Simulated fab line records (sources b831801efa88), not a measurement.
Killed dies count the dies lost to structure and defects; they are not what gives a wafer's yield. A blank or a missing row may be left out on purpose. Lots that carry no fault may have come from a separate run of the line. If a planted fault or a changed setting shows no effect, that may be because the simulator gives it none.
Matching of chambers / flow gf180mcu / GF_STI_CMP_25 on cmp-01: 4 sister chambers
The step polishes, stops on Si3N4, t overpolish 33 s, target thk 524.6 nm. 4 wafers are shown with their chamber, then 7 later ones without.

== WAFERS WITH THEIR CHAMBER ==
wafer=L206.2; chamber=1; motorCurrentA (A)=12.1
wafer=L206.5; chamber=2; motorCurrentA (A)=11.5
wafer=L207.1; chamber=3; motorCurrentA (A)=10.5
wafer=L207.3; chamber=0; motorCurrentA (A)=11.9

== WAFERS WITHOUT THEIR CHAMBER ==
wafer=L207.6; motorCurrentA (A)=12.7
wafer=L213.1; motorCurrentA (A)=12.5
wafer=L213.3; motorCurrentA (A)=10.4
wafer=L213.6; motorCurrentA (A)=11.8
wafer=L214.1; motorCurrentA (A)=11.9
wafer=L214.4; motorCurrentA (A)=11.8
wafer=L214.6; motorCurrentA (A)=10.5

== WHICH CHAMBER EACH ONE RAN IN ==
wafer=L207.6; from the rows above=can't be placed: 1 or 0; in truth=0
wafer=L213.1; from the rows above=can't be placed: 1 or 0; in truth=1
wafer=L213.3; from the rows above=3; in truth=3
wafer=L213.6; from the rows above=can't be placed: 0 or 1 or 2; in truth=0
wafer=L214.1; from the rows above=can't be placed: 0 or 1 or 2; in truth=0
wafer=L214.4; from the rows above=can't be placed: 0 or 1 or 2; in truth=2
wafer=L214.6; from the rows above=3; in truth=3
Correct placement for 2 of the 7. From these rows, 5 cannot be placed; in 5 the true chamber is one of the candidates. 0 placed wrongly.
How it was worked out, from the rows above alone: a wafer's distance from a chamber is the root of the sum, over the readings, of the square of ((its reading less the chamber's mean) divided by the reading's scatter). If the next closest chamber is less than 2 further off than the closest, the wafer can't be placed; otherwise it belongs to the closest. Each chamber's mean is taken over the wafers shown for it. The scatter: with one shown wafer a chamber, the root of the mean of the squares of how far each hidden wafer lies from its nearest shown one.
